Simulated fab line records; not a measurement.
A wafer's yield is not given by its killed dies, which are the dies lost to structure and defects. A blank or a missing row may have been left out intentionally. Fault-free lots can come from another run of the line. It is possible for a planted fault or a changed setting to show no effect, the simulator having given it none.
Matching of chambers | flow sky130 | 3 sister chambers for SKY_CAPM_CVD_00 on pecvd-01
The step deposits SiO2, target thk 15.5 nm. 6 wafers are shown with their chamber, then 8 later ones without.

## WAFERS WITH THEIR CHAMBER
wafer  | chamber | heater-power-w (W)
L089.3 | 0       | 713
L089.6 | 1       | 849
L090.2 | 0       | 857
L090.3 | 2       | 791
L090.5 | 1       | 813
L094.3 | 2       | 719

## WAFERS WITH NO CHAMBER GIVEN
wafer  | heater-power-w (W)
L094.4 | 723
L094.6 | 719
L095.2 | 718
L095.3 | 742
L095.5 | 752
L096.3 | 782
L096.5 | 836
L096.6 | 789

## CHAMBER TAKEN BY EACH
wafer  | from the rows above          | in truth
L094.4 | can't be placed: 2 or 0 or 1 | 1
L094.6 | can't be placed: 2 or 0 or 1 | 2
L095.2 | can't be placed: 2 or 0 or 1 | 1
L095.3 | can't be placed: 2 or 0 or 1 | 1
L095.5 | can't be placed: 2 or 0 or 1 | 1
L096.3 | can't be placed: 0 or 2 or 1 | 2
L096.5 | can't be placed: 1 or 0 or 2 | 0
L096.6 | can't be placed: 0 or 2 or 1 | 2
Correctly placed: 0 of 8. Cannot be placed on the basis of these rows: 8; the candidates contain the true chamber in 8. Number placed wrongly: 0.
How it was worked out, from the rows above alone: a wafer's distance from a chamber is the root of the sum, over the readings, of the square of ((its reading less the chamber's mean) divided by the reading's scatter). The wafer belongs to the nearest chamber; if the next one is less than 2 further off, it can't be placed. For every chamber, the mean is computed from those of its wafers that are shown. How the scatter is found: for the shown wafers, subtract from each reading the mean of its chamber, square and add these, divide the total by (wafers less chambers), then take the root.
